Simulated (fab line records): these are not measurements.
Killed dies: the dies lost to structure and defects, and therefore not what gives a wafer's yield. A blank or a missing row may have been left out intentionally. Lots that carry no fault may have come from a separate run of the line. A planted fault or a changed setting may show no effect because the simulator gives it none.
A struck lot beside a sound one | flow sky130 | 36 out of 708 route steps
Sound: the wafers L401.1, L401.3, L401.6. Struck: wafers L385.1, L385.5 (left out: L385.6, a lot-mate that was not struck); the cause follows at the end.
For every step that has rows: the tool of each side, followed by ch and its chambers, followed by its first start. Under that, the readings that differ: sound wafers | struck wafers | difference of the means | sigmas: that difference in standard deviations of wafers without a fault.
alike: a reading whose means differ by less than 2 such deviations, as well as words and numbers matching on both sides. not compared: withheld readings; readings where some wafer has no value; bounds like >300 that might hide an equal value; numbers whose values overlap and for which the record gives no deviation.
The two part at a step that has a row with sigmas, a row that says differs or no value, or rows on one side only. Non-overlapping numbers with no deviation appear without sigmas and do not part them. A reading missing from all wafers of one side parts the sides only when that side holds two or more wafers.

first, 10 steps without rows for these wafers: SKY_POLY_CUT_ETCH_10 (etches BARC in N2/H2, stops on SiO2, time 45.9 s, target depth 60 nm); SKY_POLY_CUT_ETCH_11 (etches Si3N4 in CF4/CH2F2/Ar, stops on poly-Si, time 42.5 s, target depth 60 nm); SKY_POLY_CUT_STRIP_12 (strips in O2/N2); SKY_SD_P_DEHYDRATE_00 (time 60 s); SKY_SD_P_HMDS_01 (prime time 60 s); SKY_SD_P_COAT_02 (resist thk 1140 nm); SKY_SD_P_SOFTBAKE_03 (time 60 s); SKY_SD_P_EXPOSE_04 (exposes mask PSDM, target cd 380 nm); SKY_SD_P_PEB_05; SKY_SD_P_DEVELOP_06 (develop time 60 s).
SKY_SD_P_IMPLANT_09:
  sound on implanter-01 ch 0, day 32 20:37; struck on implanter-02 ch 0, day 27 14:21
SKY_SD_P_STRIP_10: strips in O2/N2.
  sound on plasma asher-01 ch 0,1, day 32 20:46; struck on plasma asher-03 ch 0, day 27 14:30
  reading                      | sound             | struck      | difference | sigmas
  oes product au (a.u.)        | 0.622 0.617 0.616 | 0.631 0.645 | +0.020     | +4
  strip time to endpoint s (s) | 17.49 17.55 17.52 | 16.76 16.74 | -0.77      | -19
  alike: drypump motor current A
  not compared: rf hours counter h
SKY_SD_P_TW_MEAS_11:
  sound on film metro-03, day 32 20:52; struck on film metro-02, day 27 14:36
  reading | sound          | struck    | difference | sigmas
  SD_P_TW | 2842 2857 2850 | 2594 2599 | -253       | -8
then, 21 steps without rows for these wafers: SKY_RES_XHIGH_DEHYDRATE_00 (time 60 s); SKY_RES_XHIGH_HMDS_01 (prime time 60 s); SKY_RES_XHIGH_COAT_02 (resist thk 1140 nm); SKY_RES_XHIGH_SOFTBAKE_03 (time 60 s); SKY_RES_XHIGH_EXPOSE_04 (exposes mask URPM, target cd 1270 nm); SKY_RES_XHIGH_PEB_05; SKY_RES_XHIGH_DEVELOP_06 (develop time 60 s); SKY_RES_XHIGH_IMPLANT_07; SKY_RES_XHIGH_STRIP_08 (strips in O2/N2); SKY_SD_N_DEHYDRATE_00 (time 60 s); SKY_SD_N_HMDS_01 (prime time 60 s); SKY_SD_N_COAT_02 (resist thk 1140 nm); SKY_SD_N_SOFTBAKE_03 (time 60 s); SKY_SD_N_EXPOSE_04 (exposes mask NSDM, target cd 380 nm); SKY_SD_N_PEB_05; SKY_SD_N_DEVELOP_06 (develop time 60 s); SKY_SD_N_IMPLANT_09; SKY_SD_N_IMPLANT_10; SKY_SD_N_STRIP_11 (strips in O2/N2); SKY_SD_N_CLEAN_13 (cleans in SC1/SC2, time 150 s); SKY_SD_N_RTA_14 (time 2 s).
-- the record jumps here: 2 days lie between the struck wafers' starts before and after --
SKY_SD_N_RS_MEAS_17: the measuring method here is four-point-probe.
  sound on film metro-03, day 35 01:31; struck on film metro-03, day 29 23:24
  reading          | sound             | struck      | difference | sigmas
  SD_P_RS (ohm/sq) | 147.6 147.3 147.4 | 153.2 153.1 | +5.7       | +19
-- record jumps: 17 days separate the struck wafers' starts on either side; left off in module SD_N, taken up again in module PAD_OPEN, whose first shown step is the route's number 708 --
SKY_PAD_OPEN_PROBE_99:
  sound on prober-02, day 50 14:25; struck on prober-02, day 47 05:56
  reading                                 | sound             | struck    | difference | sigmas
  killed at contacts                      | 35 35 32          | 21 18     | -14        | -3
  model.etest.licon high po.rc ohm        | 354.9 349.3 349.6 | 1050 1011 | +679       |
  model.etest.res high po.line ohm um     | 749.4 732.5 746.5 | 1280 1245 | +520       |
  model.etest.res pdiff.line ohm um       | 1385 1370 1371    | 1684 1614 | +274       |
  model.etest.pfet_01v8.r on ohm um       | 2879 2891 2974    | 3143 3159 | +236       |
  model.etest.res high po.rs ohm sq range | 12.69 14.74 10.13 | 197.9 179 | +175.9     |
  model.etest.pfet g5v0d10v5.r on ohm um  | 4759 4766 4827    | 4976 4914 | +161       |
  model.etest.res high po.rs ohm sq       | 262.2 259 264.7   | 440 436   | +176       |
  model.etest.licon pdiff.rc ohm          | 589.5 562.1 552.5 | 733.5 700 | +148.7     |
  alike: killed_at_M0_to_M3, killed_at_M4_up, killed at front end, killed at other, killed dies, killed open, killed short

## WHERE THEY PART
Earliest at SKY_SD_P_STRIP_10; latest, in this record, at SKY_PAD_OPEN_PROBE_99.

WHY: the cause the simulator had injected
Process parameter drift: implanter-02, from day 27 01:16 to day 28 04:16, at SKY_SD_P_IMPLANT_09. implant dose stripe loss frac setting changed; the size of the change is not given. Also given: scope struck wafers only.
